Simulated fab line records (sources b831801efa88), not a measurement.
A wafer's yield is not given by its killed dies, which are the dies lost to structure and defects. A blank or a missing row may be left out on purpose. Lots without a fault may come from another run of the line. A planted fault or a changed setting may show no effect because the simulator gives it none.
fab line records	flow sky130
[record] lots = 12	wafers = 36	last_day = 50
route steps=708 shown LI_CONTACT@363 LOCAL_INTERCONNECT@398 CONTACT@408 PAD_OPEN@708
lots that met no fault: from a run of the same line without faults
start_h: hours from the record's first day to the start of the lot's first wafer shown	wait_h: hours since the lot's step before	" identical to the entry in the row above	L1.1+2: one row covering several wafers at once	- either no value or no given start	* or withheld: withheld	< > ~ a bound
route shown NAME@n: a module of which the file shows steps, and the number in the route of the first	usual: the fault-free wafers' mean and standard deviation	same: alike in all rows	chamber/n: place in a boat	sites: readings site by site	_std_site: standard deviation across them	_edge_site: outer sites' mean less inner sites'	radius_mm: for every site, how far away it sits from the centre of the wafer	mask NAME#n: copy n	behind: the last tool/chamber to shape the wafer	hold: cause of the lot's hold/its duration in hours/its outcome	device: transistor that didn't switch, given as n, p or np	end of line: the route-end tests of the same wafers	step lacking rows: just its recipe	killed: not the wafer's yield, but the dies lost to structure and defects at the first sort	map: a wafer's dies, marking killed ones x, the rest . and places with no die _
set.NAME: the setting that was run; set.NAME@STEP: the one run at that earlier step	model.NAME: the simulator's own value behind a step, which no gauge read
one table for each step of the route and one row for each wafer, over a sample of lots
services: when a tool's chamber went out of use (start_h, in hours from the record's first day, below 0 if earlier), for how many hours, and the reason
[[steps]]
[step SKY_LI_CONTACT_THK_MEAS_01]
[recipe] reads = PSG_of_LI_CONTACT_HDPCVD_00
[usual] LI_CONTACT_HDPCVD_THK = 936/9.7
lot.wafer	tool	chamber	start_h	wait_h	LI_CONTACT_HDPCVD_THK[nm]
L666.1	film_metro-01	-	660.58	0.1	957
L666.4	"	-	"	"	946
L666.5	"	-	"	"	949
L670.3	film_metro-01	-	701.64	0.1	948
L670.4	"	-	"	"	941
L670.6	"	-	"	"	949
L671.2	film_metro-03	-	710.17	0.1	939
L671.3	"	-	"	"	941
L671.6	"	-	"	"	957
L672.1	film_metro-03	-	717.84	0.1	940
L672.5	"	-	"	"	924
L672.6	"	-	"	"	939
L673.1	film_metro-03	-	731.14	0.1	923
L673.2	"	-	"	"	941
L673.4	"	-	"	"	937
L680.1	film_metro-04	-	777.51	0.1	927
L680.2	"	-	"	"	929
L680.4	"	-	"	"	928
L681.1	film_metro-01	-	781.63	0.1	925
L681.3	"	-	"	"	922
L681.4	"	-	"	"	936
L682.2	film_metro-01	-	797.74	0.1	948
L682.4	"	-	"	"	940
L682.5	"	-	"	"	931
L683.2	film_metro-04	-	799.04	0.1	911
L683.5	"	-	"	"	942
L683.6	"	-	"	"	925
L684.4	film_metro-01	-	812.72	0.0	926
L684.5	"	-	"	"	935
L684.6	"	-	"	"	924
L685.1	film_metro-01	-	814.88	0.1	925
L685.2	"	-	"	"	923
L685.5	"	-	"	"	916
L686.1	film_metro-04	-	822.19	0.1	933
L686.5	"	-	"	"	924
L686.6	"	-	"	"	949
[step SKY_LI_CONTACT_CMP_02]
[recipe] material = PSG	down_force_psi = 4	platen_rpm = 60	pad_velocity_m_s = 0.94248
[usual] motor_current_A = 12.2/1	time_to_endpoint_s = 33.1/2.9
lot.wafer	tool	chamber	start_h	wait_h	motor_current_A	time_to_endpoint_s
L666.4	cmp-02	2	660.64	0.0	12.9	32.3
L666.1	"	1	"	"	13.3	31.9
L666.5	"	2	"	"	12.6	33.4
L670.3	cmp-01	0	701.73	0.1	11.1	30.5
L670.4	"	2	"	"	10.5	32.9
L670.6	"	0	"	"	11.2	31.3
L671.3	cmp-01	1	710.27	0.1	12.4	38.9
L671.2	"	2	"	"	10.1	35.8
L671.6	"	1	"	"	12.9	40.7
L672.1	cmp-01	2	718.05	0.2	10.5	33.3
L672.5	"	3	"	"	13.0	31.8
L672.6	"	0	"	"	10.9	28.8
L673.2	cmp-02	3	731.25	0.1	11.9	29.4
L673.4	"	0	"	"	11.6	34.4
L673.1	"	1	"	"	13.2	30.7
L680.4	cmp-02	1	777.57	0.0	13.4	30.9
L680.1	"	3	"	"	11.8	28.7
L680.2	"	0	"	"	12.5	30.8
L681.4	cmp-02	1	781.69	0.0	13.5	30.9
L681.1	"	2	"	"	12.7	32.9
L681.3	"	3	"	"	12.0	25.9
L682.4	cmp-01	2	797.79	0.0	10.2	32.9
L682.2	"	3	"	"	12.1	32.3
L682.5	"	2	"	"	10.4	32.1
L683.2	cmp-01	1	799.14	0.1	12.6	36.0
L683.6	"	0	"	"	11.3	34.1
L683.5	"	1	"	"	12.7	37.6
L684.4	cmp-02	3	813.09	0.4	11.6	33.6
L684.5	"	0	"	"	11.3	33.6
L684.6	"	1	"	"	13.5	29.8
L685.1	cmp-02	2	815.17	0.3	12.9	34.4
L685.2	"	3	"	"	11.5	30.8
L685.5	"	1	"	"	13.9	32.4
L686.1	cmp-02	3	822.35	0.1	11.5	32.4
L686.6	"	1	"	"	14.0	35.1
L686.5	"	2	"	"	12.6	36.4
[step SKY_LOCAL_INTERCONNECT_CD_MEAS_11]
[recipe] target_cd_nm = 170
[usual] cd_nm = 170.1/1.3
lot.wafer	tool	chamber	start_h	wait_h	cd_nm
L666.1	cd_sem-02	-	718.27	-	169.5
L666.4	"	-	"	"	169.9
L666.5	"	-	"	"	170.6
L670.3	cd_sem-01	-	758.23	-	169.7
L670.4	"	-	"	"	172.0
L670.6	"	-	"	"	169.2
L671.2	cd_sem-01	-	766.56	-	169.8
L671.3	"	-	"	"	169.1
L671.6	"	-	"	"	167.6
L672.1	cd_sem-01	-	773.77	-	171.1
L672.5	"	-	"	"	170.0
L672.6	"	-	"	"	169.5
L673.1	cd_sem-01	-	787.67	-	172.1
L673.2	"	-	"	"	172.5
L673.4	"	-	"	"	172.1
L680.1	cd_sem-01	-	832.37	-	170.3
L680.2	"	-	"	"	168.9
L680.4	"	-	"	"	170.0
L681.1	cd_sem-02	-	836.07	-	172.0
L681.3	"	-	"	"	171.1
L681.4	"	-	"	"	169.7
L682.2	cd_sem-02	-	852.34	-	169.2
L682.4	"	-	"	"	168.8
L682.5	"	-	"	"	169.8
L683.2	cd_sem-01	-	854.46	-	168.7
L683.5	"	-	"	"	168.1
L683.6	"	-	"	"	169.9
L684.4	cd_sem-01	-	867.96	-	171.0
L684.5	"	-	"	"	173.1
L684.6	"	-	"	"	171.2
L685.1	cd_sem-02	-	869.67	-	169.4
L685.2	"	-	"	"	169.8
L685.5	"	-	"	"	170.3
L686.1	cd_sem-02	-	876.42	-	170.6
L686.5	"	-	"	"	168.7
L686.6	"	-	"	"	169.6
[step SKY_CONTACT_HDPCVD_02]
[recipe] material = SiO2	target_thk_nm = 565	sigma_open_frac = 0.3	time_s = 94.2	temp_c = 600	sih4_flow_sccm = 60	pressure_mtorr = 6
[usual] susceptor_temp_C = 600.02/0.28
lot.wafer	tool	chamber	start_h	wait_h	susceptor_temp_C
L666.1	hdpcvd-02	0	719.38	0.1	599.96
L666.4	"	0	"	"	600.00
L666.5	"	2	"	"	600.05
L670.3	hdpcvd-01	2	759.21	0.0	599.78
L670.4	"	0	"	"	600.06
L670.6	"	1	"	"	599.74
L671.2	hdpcvd-02	0	767.54	0.0	600.28
L671.3	"	2	"	"	599.92
L671.6	"	1	"	"	600.01
L672.1	hdpcvd-01	2	774.75	0.1	599.55
L672.5	"	1	"	"	599.88
L672.6	"	0	"	"	599.69
L673.1	hdpcvd-02	1	788.65	0.1	599.78
L673.2	"	2	"	"	599.94
L673.4	"	1	"	"	600.04
L680.1	hdpcvd-02	2	833.37	0.1	600.26
L680.2	"	0	"	"	599.62
L680.4	"	2	"	"	599.73
L681.1	hdpcvd-02	0	837.15	0.1	600.64
L681.3	"	1	"	"	600.27
L681.4	"	1	"	"	599.91
L682.2	hdpcvd-02	1	853.29	0.0	599.95
L682.4	"	2	"	"	600.18
L682.5	"	1	"	"	600.17
L683.2	hdpcvd-01	2	855.44	0.0	599.76
L683.5	"	2	"	"	599.60
L683.6	"	0	"	"	600.33
L684.4	hdpcvd-01	0	868.90	0.1	600.30
L684.5	"	2	"	"	599.92
L684.6	"	1	"	"	600.41
L685.1	hdpcvd-02	1	870.67	0.1	599.85
L685.2	"	2	"	"	600.03
L685.5	"	0	"	"	600.16
L686.1	hdpcvd-02	1	877.42	0.1	600.25
L686.5	"	0	"	"	599.59
L686.6	"	1	"	"	600.06
[step SKY_CONTACT_THK_MEAS_03]
[recipe] reads = SiO2_of_CONTACT_HDPCVD_02
[usual] CONTACT_HDPCVD_THK = 568/5.7
lot.wafer	tool	chamber	start_h	wait_h	CONTACT_HDPCVD_THK[nm]
L666.1	film_metro-02	-	719.45	0.0	571
L666.4	"	-	"	"	570
L666.5	"	-	"	"	564
L670.3	film_metro-02	-	759.30	0.1	568
L670.4	"	-	"	"	571
L670.6	"	-	"	"	1021
L671.2	film_metro-01	-	767.62	0.0	571
L671.3	"	-	"	"	562
L671.6	"	-	"	"	564
L672.1	film_metro-01	-	774.82	0.0	572
L672.5	"	-	"	"	1013
L672.6	"	-	"	"	570
L673.1	film_metro-02	-	788.72	0.0	564
L673.2	"	-	"	"	567
L673.4	"	-	"	"	558
L680.1	film_metro-04	-	833.44	0.0	561
L680.2	"	-	"	"	570
L680.4	"	-	"	"	571
L681.1	film_metro-04	-	837.22	0.0	568
L681.3	"	-	"	"	567
L681.4	"	-	"	"	557
L682.2	film_metro-01	-	853.37	0.0	560
L682.4	"	-	"	"	565
L682.5	"	-	"	"	564
L683.2	film_metro-01	-	855.52	0.0	566
L683.5	"	-	"	"	568
L683.6	"	-	"	"	576
L684.4	film_metro-01	-	868.96	0.0	580
L684.5	"	-	"	"	573
L684.6	"	-	"	"	572
L685.1	film_metro-02	-	870.74	0.0	563
L685.2	"	-	"	"	561
L685.5	"	-	"	"	571
L686.1	film_metro-02	-	877.49	0.0	562
L686.5	"	-	"	"	571
L686.6	"	-	"	"	561
[step SKY_CONTACT_CMP_04]
[recipe] material = SiO2	down_force_psi = 4	platen_rpm = 60	pad_velocity_m_s = 0.94248
[usual] motor_current_A = 12.3/0.96	time_to_endpoint_s = 84/4.3
lot.wafer	tool	chamber	start_h	wait_h	motor_current_A	time_to_endpoint_s
L666.4	cmp-02	3	719.51	0.0	11.5	82
L666.1	"	1	"	"	13.3	85
L666.5	"	3	"	"	12.0	82
L670.4	cmp-02	3	759.39	0.1	11.8	81
L670.3	"	1	"	"	13.6	85
L670.6	"	2	"	"	13.6	255
L671.3	cmp-02	1	767.67	0.0	13.7	82
L671.2	"	2	"	"	12.4	89
L671.6	"	2	"	"	12.3	84
L672.1	cmp-02	2	774.98	0.1	12.8	91
L672.6	"	0	"	"	11.3	89
L672.5	"	1	"	"	14.3	254
L673.1	cmp-01	3	788.78	0.1	12.9	81
L673.4	"	0	"	"	11.5	77
L673.2	"	2	"	"	10.3	84
L680.2	cmp-01	3	833.50	0.0	13.0	87
L680.4	"	1	"	"	12.5	92
L680.1	"	2	"	"	9.9	83
L681.4	cmp-02	2	837.28	0.0	13.1	80
L681.1	"	3	"	"	11.3	79
L681.3	"	1	"	"	13.9	79
L682.4	cmp-02	3	853.42	0.0	11.9	79
L682.2	"	0	"	"	11.9	82
L682.5	"	0	"	"	11.2	85
L683.2	cmp-02	1	855.72	0.2	13.9	79
L683.6	"	2	"	"	12.8	87
L683.5	"	3	"	"	11.8	81
L684.4	cmp-01	1	869.09	0.1	12.9	98
L684.5	"	3	"	"	12.9	87
L684.6	"	0	"	"	11.5	90
L685.2	cmp-02	1	871.08	0.3	13.6	81
L685.1	"	2	"	"	12.6	82
L685.5	"	1	"	"	13.1	80
L686.1	cmp-01	1	877.65	0.1	13.0	87
L686.5	"	3	"	"	12.6	87
L686.6	"	0	"	"	11.4	80
[step SKY_PAD_OPEN_PROBE_99]
[usual] killed_at_M0_to_M3 = 43/7.6	killed_at_M4_up = 2.9/1.9	killed_at_contacts = 24/5	killed_at_front_end = 15/4.3	killed_at_other = 0.3/0.54	killed_dies = 85/10	killed_on_rim = 17/3.9	killed_open = 47/7	killed_short = 38/6.4
[same] gross_dies = 492	killed_at_back_side = 0
lot.wafer	tool	chamber	start_h	wait_h	killed_at_M0_to_M3	killed_at_M4_up	killed_at_contacts	killed_at_front_end	killed_at_other	killed_dies	killed_on_rim	killed_open	killed_short
L681.1	prober-01	-	1171.65	0.1	51	0	26	11	1	89	16	55	34
L681.3	prober-01	-	1171.75	0.2	41	1	29	19	1	91	15	51	40
L681.4	prober-01	-	1171.80	0.2	40	3	21	22	0	86	21	52	34
L685.1	prober-01	-	1196.32	0.1	35	3	27	19	0	84	22	38	46
L685.2	prober-01	-	1196.37	0.1	50	2	33	20	2	107	24	71	36
L685.5	prober-01	-	1196.52	0.2	56	3	21	11	0	91	19	53	38
// killed by level:class
L681.1 CONTACT:geometric_particle:open=11 VIA1:geometric_particle:open=11 LI_CONTACT:geometric_particle:open=9 VIA3:geometric_particle:open=9 METAL3:geometric_particle:short=6 FIELD_ISO:geometric_particle:open=5 METAL1:geometric_particle:short=5 VIA2:geometric_particle:open=4
L681.3 VIA1:geometric_particle:open=9 CONTACT:geometric_particle:open=9 POLY_GATE:geometric_particle:open=7 LI_CONTACT:geometric_particle:open=7 METAL1:geometric_particle:short=6 VIA3:geometric_particle:open=6 FIELD_ISO:geometric_particle:short=5 CONTACT:geometric_particle:short=5
L681.4 VIA1:geometric_particle:open=14 CONTACT:geometric_particle:open=10 POLY_GATE:geometric_particle:open=6 VIA1:geometric_particle:short=5 VIA2:geometric_particle:open=5 FIELD_ISO:geometric_particle:short=4 FIELD_ISO:geometric_particle:open=4 LI_CONTACT:geometric_particle:short=3
L685.1 CONTACT:geometric_particle:open=13 METAL1:geometric_particle:short=8 VIA1:geometric_particle:open=7 FIELD_ISO:geometric_particle:open=4 FIELD_ISO:geometric_particle:short=4 LOCAL_INTERCONNECT:geometric_particle:short=4 SPACER:geometric_particle:short=4 LI_CONTACT:geometric_particle:short=4
L685.2 CONTACT:geometric_particle:open=18 VIA2:geometric_particle:open=11 VIA1:geometric_particle:open=10 FIELD_ISO:geometric_particle:open=8 VIA3:geometric_particle:open=7 LI_CONTACT:geometric_particle:open=5 METAL1:geometric_particle:short=5 POLY_GATE:geometric_particle:open=4
L685.5 VIA3:geometric_particle:open=15 VIA1:geometric_particle:short=8 VIA1:geometric_particle:open=8 CONTACT:geometric_particle:open=8 METAL2:geometric_particle:short=6 LI_CONTACT:geometric_particle:open=5 CONTACT:geometric_particle:short=5 VIA2:geometric_particle:open=5
[[services]]
tool	chamber	start_h	hours	kind
cmp-01	-	641.76	0.8	repair
hdpcvd-02	-	650.92	15.0	pm
hdpcvd-02	0	650.92	15.0	vent_cycle
hdpcvd-02	1	650.92	15.0	vent_cycle
cmp-02	-	655.30	4.6	repair
cmp-02	-	666.59	12.3	pm
cmp-02	-	683.45	0.7	repair
cmp-02	-	694.92	1.1	repair
hdpcvd-02	-	697.32	0.6	repair
cmp-01	-	730.36	38.0	repair
cmp-01	-	731.01	0.3	repair
cmp-02	-	743.36	0.6	repair
cmp-02	-	747.47	4.0	pm
cmp-02	-	751.47	-	consumable_replace:conditioner
cmp-02	-	751.47	-	consumable_replace:pad
cmp-01	-	767.22	3.0	repair
cmp-02	-	801.19	6.4	pm
cmp-01	-	811.28	4.4	repair
cmp-01	-	811.64	1.3	repair
cmp-01	-	813.94	0.7	repair
cmp-02	-	823.45	4.4	repair
cmp-02	-	841.06	1.4	repair
hdpcvd-01	-	870.64	1.6	repair
cmp-01	-	870.69	0.5	repair
[[key]]
[first_sign] step = SKY_CONTACT_THK_MEAS_03	reading = CONTACT_HDPCVD_THK	direction = up	sigmas = 78	usual = 568	struck = 1017
[effect] step = SKY_CONTACT_CMP_04	reading = time_to_endpoint_s	direction = up	sigmas = 40	usual = *	struck = *
met_at SKY_CONTACT_HDPCVD_02
struck_lots L670,L672
struck_wafers L670.6,L672.5
tester_left_out L670,L672
not_acting_at SKY_LI_CONTACT_THK_MEAS_01,SKY_LI_CONTACT_CMP_02,SKY_LOCAL_INTERCONNECT_CD_MEAS_11
[fault] kind = process_parameter_drift	tool = hdpcvd-01	chamber = 1	onset_h = 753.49	steps = SKY_CONTACT_HDPCVD_02	channel = target_thk_nm	offset = 449.18	shape = step	end_h = 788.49	acts_in = these_recipes_only	stated = 565
// tester_left_out: of these lots the tester's yield and bins aren't shown, on N5 and GAA mostly nor the transistor test; their killed dies are dies lost to structure and defects alone, not to doping, threshold or leakage, so they don't give the yield
